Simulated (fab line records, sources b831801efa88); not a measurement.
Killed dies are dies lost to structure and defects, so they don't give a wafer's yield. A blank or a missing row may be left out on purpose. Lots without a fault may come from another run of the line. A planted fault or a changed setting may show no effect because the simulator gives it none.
Which tool did it? | flow sky130 | 15 lots, 45 wafers sampled, at 6 steps of a route of 708

WHAT THE GAUGES READ, wafer by wafer
SKY_VT_ADJUST_HVTP_TW_MEAS_11.
lot  | measured     | on            | VT_ADJUST_HVTP_TW
L476 | day 6 05:35  | film_metro-02 | 1366 1365 1360
L478 | day 6 22:19  | film_metro-02 | 1368 1363 1365
L479 | day 7 09:10  | film_metro-03 | 1368 1369 1363
L480 | day 7 11:17  | film_metro-02 | 1356 1355 1352
L481 | day 7 14:53  | film_metro-03 | 1358 1370 1370
L482 | day 7 18:47  | film_metro-01 | 1367 1365 1367
L483 | day 7 22:35  | film_metro-03 | 1365 1369 1375
L484 | day 8 09:01  | film_metro-01 | 1370 1363 1365
L487 | day 9 05:29  | film_metro-03 | 1365 1367 1360
L488 | day 9 12:50  | film_metro-02 | 1354 1361 1363
L489 | day 9 15:53  | film_metro-01 | 1363 1366 1365
L492 | day 10 10:43 | film_metro-01 | 1366 1359 1357
L496 | day 12 01:25 | film_metro-02 | 1362 1368 1358
L498 | day 12 13:53 | film_metro-02 | 1366 1371 1361
L497 | day 12 14:11 | film_metro-01 | 1354 1366 1366

SKY_VT_ADJUST_HVTR_OVL_MEAS_08.
lot  | measured     | on         | VT_ADJUST_HVTR_OVL (nm)
L476 | day 9 12:07  | overlay-01 | 0.2 -0.1 1.2
L478 | day 10 05:46 | overlay-01 | 1.3 0.1 1.1
L479 | day 10 18:58 | overlay-01 | 1.3 2.0 1.7
L480 | day 10 22:23 | overlay-01 | 0.7 2.6 3.0
L481 | day 11 02:26 | overlay-01 | 0.6 1.2 2.2
L482 | day 11 05:50 | overlay-01 | 4.3 3.3 5.0
L483 | day 11 14:49 | overlay-01 | 0.9 2.7 1.5
L484 | day 12 02:37 | overlay-01 | 1.9 1.6 0.4
L487 | day 13 03:11 | overlay-01 | 1.6 2.5 0.8
L488 | day 13 08:53 | overlay-02 | -2.4 -1.7 -1.3
L489 | day 13 13:37 | overlay-01 | -1.7 -0.7 -0.7
L492 | day 14 11:02 | overlay-01 | 3.0 -0.5 0.1
L496 | day 16 11:49 | overlay-01 | 2.4 2.5 3.6
L498 | day 17 01:11 | overlay-02 | 1.0 1.0 1.7
L497 | day 17 01:50 | overlay-02 | -1.0 -0.6 0.7

SKY_VT_ADJUST_PCH_TW_MEAS_10.
lot  | measured     | on            | VT_ADJUST_PCH_TW
L476 | day 10 09:42 | film_metro-01 | 143.5 142.8 142.9
L478 | day 11 04:24 | film_metro-01 | 143.4 142.5 143.9
L479 | day 11 18:05 | film_metro-03 | 144.3 143.8 143.7
L480 | day 11 22:04 | film_metro-03 | 144.0 144.3 144.6
L481 | day 12 03:00 | film_metro-01 | 143.5 143.9 143.0
L482 | day 12 05:56 | film_metro-03 | 143.7 143.9 143.8
L483 | day 12 15:34 | film_metro-03 | 143.3 143.3 143.7
L484 | day 13 03:42 | film_metro-01 | 143.4 143.9 144.8
L487 | day 14 05:22 | film_metro-02 | 142.8 143.1 143.7
L488 | day 14 10:36 | film_metro-01 | 144.2 144.2 143.2
L489 | day 14 17:01 | film_metro-02 | 143.0 142.1 143.2
L492 | day 15 14:40 | film_metro-03 | 143.7 142.8 143.3
L496 | day 17 17:27 | film_metro-01 | 143.7 144.1 144.1
L498 | day 18 07:01 | film_metro-01 | 142.5 144.0 143.4
L497 | day 18 08:04 | film_metro-01 | 143.8 144.2 143.9

SKY_LDD_P_TW_MEAS_11.
lot  | measured     | on            | LDD_P_TW
L476 | day 18 20:45 | film_metro-02 | 637 638 640
L478 | day 20 00:03 | film_metro-01 | 633 637 635
L479 | day 20 15:26 | film_metro-04 | 641 644 641
L480 | day 20 21:49 | film_metro-01 | 634 635 635
L481 | day 21 05:31 | film_metro-01 | 641 641 640
L482 | day 21 12:46 | film_metro-01 | 637 636 640
L483 | day 21 18:11 | film_metro-02 | 635 638 635
L484 | day 22 10:47 | film_metro-01 | 641 637 639
L487 | day 23 12:12 | film_metro-04 | 30 30 30
L488 | day 23 21:49 | film_metro-01 | 30 30 30
L489 | day 24 06:11 | film_metro-01 | 30 30 30
L492 | day 25 05:03 | film_metro-04 | 646 651 650
L496 | day 27 01:36 | film_metro-01 | 637 644 638
L498 | day 27 13:08 | film_metro-04 | 649 646 647
L497 | day 27 22:13 | film_metro-02 | 635 634 634

WHICH TOOL RAN EACH LOT (tool, then ch and the chambers of the sampled wafers, then the start)
lot  | SKY_LDD_N_STRIP_16                   | SKY_LDD_P_STRIP_10
L476 | plasma_asher-01 ch 0,1, day 17 14:43 | plasma_asher-04 ch 0,1, day 18 20:39
L478 | plasma_asher-03 ch 0,1, day 18 17:19 | plasma_asher-04 ch 0,1, day 19 23:57
L479 | plasma_asher-02 ch 0,1, day 19 08:07 | plasma_asher-01 ch 0,1, day 20 15:20
L480 | plasma_asher-01 ch 0,1, day 19 14:21 | plasma_asher-04 ch 0,1, day 20 21:43
L481 | plasma_asher-01 ch 0,1, day 19 22:25 | plasma_asher-01 ch 0,1, day 21 05:24
L482 | plasma_asher-02 ch 0,1, day 20 05:18 | plasma_asher-02 ch 0,1, day 21 12:40
L483 | plasma_asher-02 ch 0,1, day 20 12:31 | plasma_asher-02 ch 0,1, day 21 18:05
L484 | plasma_asher-03 ch 0,1, day 21 04:16 | plasma_asher-04 ch 0,1, day 22 10:41
L487 | plasma_asher-01 ch 0,1, day 22 06:01 | plasma_asher-04 ch 0,1, day 23 12:07
L488 | plasma_asher-03 ch 0,1, day 22 10:22 | plasma_asher-01 ch 0, day 23 21:42
L489 | plasma_asher-01 ch 0,1, day 22 23:50 | plasma_asher-04 ch 0,1, day 24 06:05
L492 | plasma_asher-02 ch 0,1, day 23 23:30 | plasma_asher-01 ch 0,1, day 25 04:57
L496 | plasma_asher-03 ch 0,1, day 25 20:51 | plasma_asher-04 ch 0,1, day 27 01:30
L498 | plasma_asher-02 ch 0,1, day 26 08:25 | plasma_asher-04 ch 0,1, day 27 13:01
L497 | plasma_asher-02 ch 0,1, day 26 10:02 | plasma_asher-02 ch 0,1, day 27 22:08
- SKY_LDD_N_STRIP_16: strips in O2/N2.
- SKY_LDD_P_STRIP_10: strips in O2/N2.

WHAT THE TOOLS THEMSELVES READ (means of the sampled wafers that have a number; where no wafer has one, the mark that the record gives instead)
SKY_LDD_N_STRIP_16.
lot  | tool            | chamber_pressure_mTorr (mTorr) | drypump_motor_current_A (A) | o2_flow_sccm (sccm) | oes_product_au (a.u.) | strip_time_to_endpoint_s (s)
L476 | plasma_asher-01 | 1498.9                         | 5.68                        | 3007                | 0.409                 | 4.305
L478 | plasma_asher-03 | 1500.2                         | 5.81                        | 2987                | 0.406                 | 4.316
L479 | plasma_asher-02 | 1501.1                         | 5.75                        | 3001                | 0.404                 | 4.322
L480 | plasma_asher-01 | 1500.5                         | 5.65                        | 3004                | 0.411                 | 4.312
L481 | plasma_asher-01 | 1500.6                         | 5.67                        | 3000                | 0.407                 | 4.322
L482 | plasma_asher-02 | 1501.3                         | 5.76                        | 2999                | 0.406                 | 4.311
L483 | plasma_asher-02 | 1500.4                         | 5.82                        | 2999                | 0.406                 | 4.317
L484 | plasma_asher-03 | 1499.3                         | 5.83                        | 2999                | 0.408                 | 4.322
L487 | plasma_asher-01 | -                              | -                           | -                   | -                     | -
L488 | plasma_asher-03 | -                              | -                           | -                   | -                     | -
L489 | plasma_asher-01 | -                              | -                           | -                   | -                     | -
L492 | plasma_asher-02 | 1499.8                         | 5.81                        | 2996                | 0.406                 | 4.323
L496 | plasma_asher-03 | 1499.4                         | 5.81                        | 3007                | 0.410                 | 4.312
L498 | plasma_asher-02 | 1500.8                         | 5.82                        | 3008                | 0.408                 | 4.301
L497 | plasma_asher-02 | 1500.9                         | 5.76                        | 2998                | 0.406                 | 4.317

SKY_LDD_P_STRIP_10.
lot  | tool            | chamber_pressure_mTorr (mTorr) | drypump_motor_current_A (A) | o2_flow_sccm (sccm) | oes_product_au (a.u.) | strip_time_to_endpoint_s (s)
L476 | plasma_asher-04 | 1500.9                         | 5.93                        | 3003                | 0.718                 | 14.24
L478 | plasma_asher-04 | 1498.7                         | 5.93                        | 3003                | 0.713                 | 14.22
L479 | plasma_asher-01 | 1499.2                         | 5.69                        | 3005                | 0.713                 | 14.13
L480 | plasma_asher-04 | 1498.7                         | 5.93                        | 2998                | 0.712                 | 14.17
L481 | plasma_asher-01 | 1499.5                         | 5.69                        | 3004                | 0.714                 | 14.13
L482 | plasma_asher-02 | 1499.2                         | 5.76                        | 3007                | 0.714                 | 14.21
L483 | plasma_asher-02 | 1498.9                         | 5.82                        | 3017                | 0.716                 | 14.15
L484 | plasma_asher-04 | 1499.5                         | 5.92                        | 2994                | 0.715                 | 14.21
L487 | plasma_asher-04 | 1501.8                         | 5.94                        | 2995                | 0.717                 | 18.74
L488 | plasma_asher-01 | 1500.7                         | 5.63                        | 2998                | 0.721                 | 18.61
L489 | plasma_asher-04 | 1499.0                         | 5.93                        | 2999                | 0.713                 | 18.76
L492 | plasma_asher-01 | 1499.4                         | 5.67                        | 3003                | 0.719                 | 14.14
L496 | plasma_asher-04 | 1499.9                         | 5.93                        | 2998                | 0.715                 | 14.20
L498 | plasma_asher-04 | 1501.1                         | 5.94                        | 3007                | 0.711                 | 14.21
L497 | plasma_asher-02 | 1499.5                         | 5.82                        | 3001                | 0.721                 | 14.18

THE ANSWER, worked out from the rows above alone
Rule: what is usual is taken from the lots themselves. Put in order of their means at a reading, lots are off if they are a third of the lots or fewer, leave a main group of 4 or more, and stand apart from it by a gap of 3 or more times the standard deviation of the main group's means; of several such gaps the widest counts. A main group whose means are all the same, to the digits that the tables above print for the reading, isn't used. A lot without any number at a reading at which 4 lots or more have one is off too. The other lots that the step has rows for count as sound. The gauges are gone through in route order, then the tools' own readings, and for those a lot's mean is taken as printed above. The first step at which some lot is off is used, and at that step the reading that is off furthest; a lot without a number counts as furthest.
Off: L487, L488, L489, at SKY_LDD_P_TW_MEAS_11 (LDD_P_TW). The main group: mean 639, standard deviation 4.5.
A tool fits if, at a process step before that reading, it ran every lot that is off, and no sound lot after the first of them. The gauges at SKY_LDD_P_TW_MEAS_11 aren't tried: what is off there is off at SKY_LDD_N_STRIP_16 too, on other tools, and a gauge's error can't cause that. None of those tried fits.

WHAT THE SIMULATOR HAD PUT IN
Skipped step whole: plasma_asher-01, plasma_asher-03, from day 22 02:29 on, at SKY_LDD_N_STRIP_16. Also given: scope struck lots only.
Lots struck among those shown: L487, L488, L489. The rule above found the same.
